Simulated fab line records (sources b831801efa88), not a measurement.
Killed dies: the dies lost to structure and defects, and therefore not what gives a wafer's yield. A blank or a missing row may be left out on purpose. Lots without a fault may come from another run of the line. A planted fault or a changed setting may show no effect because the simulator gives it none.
What tool caused it? | flow sky130 | 12 lots with 36 wafers sampled at 2 steps, on a route of 708 steps

## WHAT THE GAUGES READ, wafer by wafer
SKY_METAL2_OVL_MEAS_16.
lot  | measured     | on         | METAL2_OVL (nm)
L075 | day 35 09:11 | overlay-02 | 1 -1 3
L077 | day 36 00:15 | overlay-01 | 7 0 8
L079 | day 36 16:32 | overlay-01 | -2 3 1
L081 | day 38 02:44 | overlay-01 | -4 -2 -1
L083 | day 38 04:50 | overlay-01 | 4 7 4
L085 | day 38 10:39 | overlay-01 | 8 9 7
L087 | day 39 06:26 | overlay-02 | 2 -1 -6
L089 | day 39 14:59 | overlay-02 | -6 -10 -10
L091 | day 40 04:24 | overlay-02 | 4 -6 -6
L093 | day 40 21:08 | overlay-02 | -3 -7 -6
L095 | day 41 09:23 | overlay-01 | -3 1 2
L097 | day 41 20:20 | overlay-02 | -5 -6 -11

## EACH LOT AND THE TOOL THAT RAN IT (in order: tool; ch and the chambers of the sampled wafers; start)
lot  | SKY_FIELD_ISO_CMP_27
L075 | cmp-02 ch 1,3, day 2 17:37
L077 | cmp-01 ch 2,3, day 3 00:58
L079 | cmp-01 ch 0,2, day 3 12:16
L081 | cmp-01 ch 0,1, day 3 22:38
L083 | cmp-02 ch 1,2,3, day 4 08:28
L085 | cmp-02 ch 1,2, day 4 17:33
L087 | cmp-01 ch 0,1,3, day 5 04:52
L089 | cmp-02 ch 1,2,3, day 5 13:54
L091 | cmp-02 ch 2,3, day 6 02:02
L093 | cmp-01 ch 0,1,3, day 6 12:22
L095 | cmp-02 ch 0,1,2, day 6 22:31
L097 | cmp-01 ch 0,2,3, day 7 12:27
- SKY_FIELD_ISO_CMP_27: polishes, stops on Si3N4, t overpolish 16 s, target thk 457.8 nm.

## THE ANSWER, worked out from the rows above alone
Rule: the usual values come from the lots themselves. The widest of any qualifying gaps counts: lots, ordered by their means at a reading, are off when they make up no more than a third of the lots, leave a main group of 4 or more, and stand apart from it by 3 or more times the standard deviation of that group's means. If all means in a main group match to the digits the tables above print for the reading, that group is not used. A lot without any number at a reading at which 4 lots or more have one is off too. Where the step has rows for the other lots, those lots are counted as sound.
Nothing can be told from this: no lot is off at any reading shown.

## WHAT THE SIMULATOR HAD INSERTED
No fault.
